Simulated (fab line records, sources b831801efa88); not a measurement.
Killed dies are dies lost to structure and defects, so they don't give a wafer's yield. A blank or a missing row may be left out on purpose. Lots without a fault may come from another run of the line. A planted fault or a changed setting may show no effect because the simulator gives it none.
Which tool did it? | flow gf180mcu | 6 lots, 18 wafers sampled, at 2 steps of a route of 602

WHAT THE GAUGES READ, wafer by wafer
GF_V5_THK_MEAS_01.
lot  | measured     | on            | V5_CVD_00_THK (nm)
L668 | day 26 14:05 | film_metro-03 | 301 302 300
L670 | day 27 14:35 | film_metro-02 | 295 296 294
L673 | day 28 21:14 | film_metro-02 | 307 299 305
L679 | day 30 06:04 | film_metro-02 | 309 302 308
L685 | day 32 08:32 | film_metro-03 | 296 293 299
L687 | day 32 14:49 | film_metro-03 | 302 303 304

WHICH TOOL RAN EACH LOT (tool, then ch and the chambers of the sampled wafers, then the start)
lot  | GF_POLY_GATE_ETCH_13
L668 | rie_si-01 ch 0,2, day 9 15:05
L670 | rie_si-01 ch 1,2,3, day 10 12:55
L673 | rie_si-02 ch 1,3, day 11 08:49
L679 | rie_si-01 ch 1,3, day 13 00:20
L685 | rie_si-01 ch 0,1,2, day 15 10:44
L687 | rie_si-02 ch 0,2,3, day 15 15:46
- GF_POLY_GATE_ETCH_13: etches poly-Si in HBr/Cl2, stops on SiO2, target depth 198.5 nm, time 69.6 s.

THE ANSWER, worked out from the rows above alone
Rule: what is usual is taken from the lots themselves. Put in order of their means at a reading, lots are off if they are a third of the lots or fewer, leave a main group of 4 or more, and stand apart from it by a gap of 3 or more times the standard deviation of the main group's means; of several such gaps the widest counts. A main group whose means are all the same, to the digits that the tables above print for the reading, isn't used. A lot without any number at a reading at which 4 lots or more have one is off too. The other lots that the step has rows for count as sound.
No lot is off at any reading shown: from this, nothing can be told.

WHAT THE SIMULATOR HAD PUT IN
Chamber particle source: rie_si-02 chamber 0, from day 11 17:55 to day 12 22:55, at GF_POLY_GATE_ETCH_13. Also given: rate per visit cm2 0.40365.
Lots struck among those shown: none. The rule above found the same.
